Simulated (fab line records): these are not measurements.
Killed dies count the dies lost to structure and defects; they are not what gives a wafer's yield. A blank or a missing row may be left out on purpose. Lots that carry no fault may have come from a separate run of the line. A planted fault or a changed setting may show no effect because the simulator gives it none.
What tool caused it? | flow gf180mcu | 13 lots, 39 wafers sampled, at 2 steps of a route of 602

== WHAT THE GAUGES READ, wafer by wafer ==
GF_HV_LDD_CD_MEAS_07: the cd target is 400 nm. Usual: 399.6 nm for cdNm, sd 2.
lot  | measured     | on       | cdNm (nm)         | flag
L902 | day 10 23:23 | cdSem-02 | 396.9 398.8 398.9 | 
L903 | day 11 07:03 | cdSem-02 | 398.9 398.0 396.4 | 
L904 | day 11 14:36 | cdSem-01 | 401.6 401.5 402.8 | 
L905 | day 11 17:13 | cdSem-02 | 398.5 396.5 398.3 | 
L906 | day 12 01:46 | cdSem-01 | 400.1 401.6 401.3 | 
L907 | day 12 18:23 | cdSem-01 | 398.3 401.0 399.3 | 
L908 | day 12 18:40 | cdSem-01 | 399.5 397.8 399.4 | 
L909 | day 13 04:58 | cdSem-02 | 400.2 400.8 401.7 | 
L910 | day 13 12:25 | cdSem-01 | 400.8 401.2 402.3 | 
L918 | day 15 20:46 | cdSem-01 | 399.8 400.1 398.4 | 
L919 | day 16 02:10 | cdSem-02 | 399.5 397.8 396.2 | 
L921 | day 16 17:32 | cdSem-01 | 401.0 402.2 402.5 | 
L922 | day 17 02:29 | cdSem-02 | 396.4 397.5 394.2 | 

GF_HV_LDD_OVL_MEAS_32. Usual: HV_LDD_02_OVL typically reads 0.3 nm, with standard deviation 1.6.
lot  | measured     | on         | HV_LDD_02_OVL (nm) | flag
L902 | day 12 13:32 | overlay-02 | -1.1 -1.1 0.2      | 
L903 | day 12 22:16 | overlay-01 | -0.4 1.2 2.4       | 
L904 | day 13 05:22 | overlay-02 | 2.2 0.5 1.1        | 
L905 | day 13 08:35 | overlay-02 | 1.2 1.2 1.4        | 
L906 | day 13 18:07 | overlay-02 | 3.3 3.0 2.6        | 
L907 | day 14 11:08 | overlay-01 | 0.6 0.7 -0.2       | 
L908 | day 14 11:23 | overlay-02 | 0.5 1.4 3.4        | 
L909 | day 14 22:29 | overlay-02 | -2.4 -2.2 -2.8     | 
L910 | day 15 07:05 | overlay-01 | -0.2 -0.2 -0.8     | 
L918 | day 17 17:41 | overlay-02 | -0.6 -0.9 -1.1     | 
L919 | day 18 00:53 | overlay-02 | 0.8 0.6 2.1        | 
L921 | day 18 16:14 | overlay-01 | 1.4 1.4 2.0        | 
L922 | day 19 00:25 | overlay-01 | 3.7 2.6 2.5        | 

== TOOL THAT RAN EACH LOT (tool first, then ch and the chambers of the sampled wafers, then the start) ==
Record: no process step prior to these readings.

== AS READ BY THE TOOLS THEMSELVES (means over the sampled wafers that have a number; for cases with no such wafer, the mark the record gives instead) ==
The record holds no such reading with a usual standard deviation.

== THE ANSWER, worked out from the rows above alone ==
Rule: a lot is off if the mean of its wafers that have a number lies more than 3 standard deviations from the usual mean. A lot without any number at a reading at which 4 lots or more have one is off too. Any other lot the step has rows for is counted as sound. The gauges are gone through in route order, then the tools' own readings, and for those a lot's mean is taken as printed above. At the first step where some lot is off, the reading lying furthest off is the one used; lots without a number count as furthest.
No lot is off at any reading shown: from this, nothing can be told.

== WHAT THE SIMULATOR HAD PUT IN ==
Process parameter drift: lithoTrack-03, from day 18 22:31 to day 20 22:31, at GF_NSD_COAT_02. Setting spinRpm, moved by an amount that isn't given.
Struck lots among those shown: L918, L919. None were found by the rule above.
